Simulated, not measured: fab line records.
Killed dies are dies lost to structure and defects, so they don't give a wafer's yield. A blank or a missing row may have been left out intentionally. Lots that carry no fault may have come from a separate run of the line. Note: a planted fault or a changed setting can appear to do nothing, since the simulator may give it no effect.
Which tool was responsible? | flow sky130 | route of 708 steps, sampled at 1 step: 11 lots, 32 wafers

== WHAT THE GAUGES READ, wafer by wafer ==
SKY_SD_P_TW_MEAS_11.
lot  | measured     | on           | SD_P_TW
L478 | day 25 20:37 | filmMetro-02 | 2827 2805 2819
L479 | day 26 01:57 | filmMetro-02 | 2813 2811 2825
L480 | day 26 05:26 | filmMetro-04 | 2828 2813 2799
L483 | day 28 09:24 | filmMetro-02 | 2795 2797 2796
L489 | day 30 01:33 | filmMetro-04 | 2813 2815 2818
L490 | day 30 09:50 | filmMetro-04 | 2808 2832 2816
L491 | day 30 14:02 | filmMetro-01 | 2818 2822 2835
L495 | day 31 19:23 | filmMetro-02 | 2817 2802
L496 | day 32 00:21 | filmMetro-02 | 2814 2794 2811
L499 | day 32 21:58 | filmMetro-04 | 2839 2821 2830
L500 | day 33 02:37 | filmMetro-01 | 2817 2823 2817

== TOOL THAT RAN EACH LOT (tool first, then ch and the chambers of the sampled wafers, then the start) ==
Record: no process step prior to these readings.

== THE ANSWER, worked out from the rows above alone ==
Rule: the lots themselves supply what counts as usual. The widest of any qualifying gaps counts: lots, ordered by their means at a reading, are off when they make up no more than a third of the lots, leave a main group of 4 or more, and stand apart from it by 3 or more times the standard deviation of that group's means. A main group whose means are all the same, to the digits that the tables above print for the reading, isn't used. A lot without any number at a reading at which 4 lots or more have one is off too. Any other lot the step has rows for is counted as sound.
None of the lots is off at any reading shown; this tells nothing.

== WHAT THE SIMULATOR HAD PUT IN ==
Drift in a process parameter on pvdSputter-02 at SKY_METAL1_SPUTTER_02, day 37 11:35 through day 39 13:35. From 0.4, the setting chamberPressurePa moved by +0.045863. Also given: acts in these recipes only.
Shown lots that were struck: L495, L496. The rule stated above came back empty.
